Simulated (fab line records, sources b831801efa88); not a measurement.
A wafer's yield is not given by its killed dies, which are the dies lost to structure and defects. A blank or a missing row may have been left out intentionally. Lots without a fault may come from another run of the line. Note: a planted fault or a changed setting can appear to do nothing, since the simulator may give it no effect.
Matching of chambers | flow gf180mcu | GF_V2_CVD_02 on pecvd-04: 3 sister chambers
The step deposits SiO2 from TEOS, target thk 850 nm, time 94.851 s. 6 wafers are shown with their chamber, then 12 later ones without.

EACH WAFER AND ITS CHAMBER
wafer  | chamber | heater_power_w (W)
L084.4 | 0       | 629
L087.5 | 1       | 458
L087.6 | 0       | 725
L092.2 | 1       | 476
L092.3 | 2       | 565
L092.4 | 2       | 433

WAFERS WHOSE CHAMBER IS MISSING
wafer  | heater_power_w (W)
L093.1 | 695
L093.3 | 586
L093.5 | 543
L094.1 | 817
L094.2 | 533
L094.3 | 535
L094.4 | 636
L094.5 | 579
L094.6 | 558
L097.2 | 515
L097.3 | 754
L097.6 | 562

WHICH CHAMBER EACH WENT THROUGH
wafer  | from the rows above          | in truth
L093.1 | 0                            | 0
L093.3 | can't be placed: 2 or 0 or 1 | 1
L093.5 | can't be placed: 2 or 1 or 0 | 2
L094.1 | 0                            | 0
L094.2 | can't be placed: 2 or 1 or 0 | 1
L094.3 | can't be placed: 2 or 1 or 0 | 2
L094.4 | can't be placed: 0 or 2 or 1 | 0
L094.5 | can't be placed: 2 or 0 or 1 | 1
L094.6 | can't be placed: 2 or 1 or 0 | 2
L097.2 | can't be placed: 2 or 1      | 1
L097.3 | 0                            | 0
L097.6 | can't be placed: 2 or 1 or 0 | 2
Correct placement for 3 of the 12. Not placeable from these rows: 9 (in 9, the candidates include the true chamber). Wrongly placed: 0.
How it was worked out, from the rows above alone: a wafer's distance from a chamber is the root of the sum, over the readings, of the square of ((its reading less the chamber's mean) divided by the reading's scatter). The wafer belongs to the nearest chamber; if the next one is less than 2 further off, it can't be placed. A chamber's mean is the mean of its shown wafers. How the scatter is found: for the shown wafers, subtract from each reading the mean of its chamber, square and add these, divide the total by (wafers less chambers), then take the root.
